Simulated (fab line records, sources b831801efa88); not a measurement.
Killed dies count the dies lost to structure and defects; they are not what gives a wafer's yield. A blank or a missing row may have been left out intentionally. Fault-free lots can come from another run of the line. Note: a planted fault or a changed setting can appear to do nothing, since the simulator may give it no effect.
Struck lot and sound lot, side by side :: flow sky130 :: 15 steps out of a route of 708
Sound: the wafers L564.1, L564.4, L564.6. Struck: wafers L555.3, L555.4 (left out: L555.2, a lot-mate that was not struck); the cause follows at the end.
For every step that has rows: the tool of each side, followed by ch and its chambers, followed by its first start. Under that, the readings that differ: sound wafers :: struck wafers :: difference of the means :: sigmas: that difference in standard deviations of wafers without a fault.
alike: readings whose means differ by less than 2 such deviations, and words and numbers that are the same on both sides. not compared: withheld readings, readings that some wafer has no value for, bounds like >300 that may hide the same value, and numbers for which the record gives no deviation and whose values overlap.
A row with sigmas, a row that says differs or no value, or rows on one side alone: a step with any of these is where the two part. Numbers that have no deviation but don't overlap get no sigmas and don't part them. Lack of a reading on every wafer of one side parts them only where that side has two or more wafers.

SKY_SD_N_OVL_MEAS_08:
  struck on overlay-02, day 32 08:22; sound on overlay-02, day 35 06:35
  alike: SD_N_OVL
then, 2 steps without rows for these wafers: SKY_SD_N_IMPLANT_09; SKY_SD_N_IMPLANT_10.
SKY_SD_N_STRIP_11: strips in O2/N2.
  sound on plasma_asher-04 ch 0,1, day 35 06:56; struck on plasma_asher-01 ch 0,1, day 32 08:41
  alike: drypump_motor_current_A, oes_product_au, strip_time_to_endpoint_s
  not compared: rf_hours_counter_h
SKY_SD_N_TW_MEAS_12:
  struck on film_metro-02, day 32 08:48; sound on film_metro-02, day 35 07:02
reading: SD_N_TW
sound: 4021 3998 3993
struck: 3944 3922
difference: -71
sigmas: -2
then, 1 step without rows for these wafers: SKY_SD_N_CLEAN_13 (cleans in SC1/SC2, time 150 s).
SKY_SD_N_RTA_14: time 2 s.
  sound on rtp_anneal-02 ch 0, day 35 07:08; struck on rtp_anneal-01 ch 0, day 32 08:54
  alike: lamp_power_pct, wafer_temp_C_max
SKY_SD_N_RS_MEAS_16: measures by four-point-probe.
  struck on film_metro-02, day 32 09:05; sound on film_metro-04, day 35 07:19
  alike: SD_N_RS
SKY_SD_N_RS_MEAS_17: measures by four-point-probe.
  struck on film_metro-02, day 32 09:13; sound on film_metro-04, day 35 07:26
  alike: SD_P_RS
SKY_SD_N_RS_MEAS_18: measures by four-point-probe.
  struck on film_metro-02, day 32 09:20; sound on film_metro-04, day 35 07:34
  alike: RES_XHIGH_RS
then, 1 step without rows for these wafers: SKY_SALICIDE_CLEAN_00 (cleans in HF-last, time 30 s).
SKY_LI_CONTACT_HDPCVD_00: deposits PSG, target thk 930 nm, time 155 s.
  sound on hdpcvd-02 ch 0,1, day 35 07:41; struck on hdpcvd-02 ch 0,1, day 32 09:27
reading: run_length_s (s)
sound: 184.1 182.8 183.7
struck: 229.0 230.2
difference: +46.1
sigmas: +57

reading: model.PSG_of_LI_CONTACT_HDPCVD_00.thk_nm (nm)
sound: 933.6 928.3 927.5
struck: 1212 1213
difference: +283
sigmas: 
  alike: susceptor_temp_C
SKY_LI_CONTACT_THK_MEAS_01:
  struck on film_metro-04, day 32 09:34; sound on film_metro-02, day 35 07:48
reading: LI_CONTACT_HDPCVD_THK (nm)
sound: 933 929 928
struck: 1212 1213
difference: +282
sigmas: +29
SKY_LI_CONTACT_CMP_02: polishes PSG.
  sound on cmp-02 ch 1,2, day 35 07:52; struck on cmp-02 ch 1,3, day 32 09:40
reading: time_to_endpoint_s (s)
sound: 39.5 36.1 34.5
struck: 62.5 61.2
difference: +25.1
sigmas: +10
  alike: motor_current_A
SKY_LI_CONTACT_BOW_MEAS_03:
  struck on film_metro-02, day 32 09:56; sound on film_metro-04, day 35 08:10
  alike: LI_CONTACT_BOW

## WHERE THEY PART
First at SKY_SD_N_TW_MEAS_12; last, within this record, at SKY_LI_CONTACT_CMP_02. Later steps at which nothing parts them and some readings are alike: SKY_LI_CONTACT_BOW_MEAS_03.

WHY: the cause the simulator had injected
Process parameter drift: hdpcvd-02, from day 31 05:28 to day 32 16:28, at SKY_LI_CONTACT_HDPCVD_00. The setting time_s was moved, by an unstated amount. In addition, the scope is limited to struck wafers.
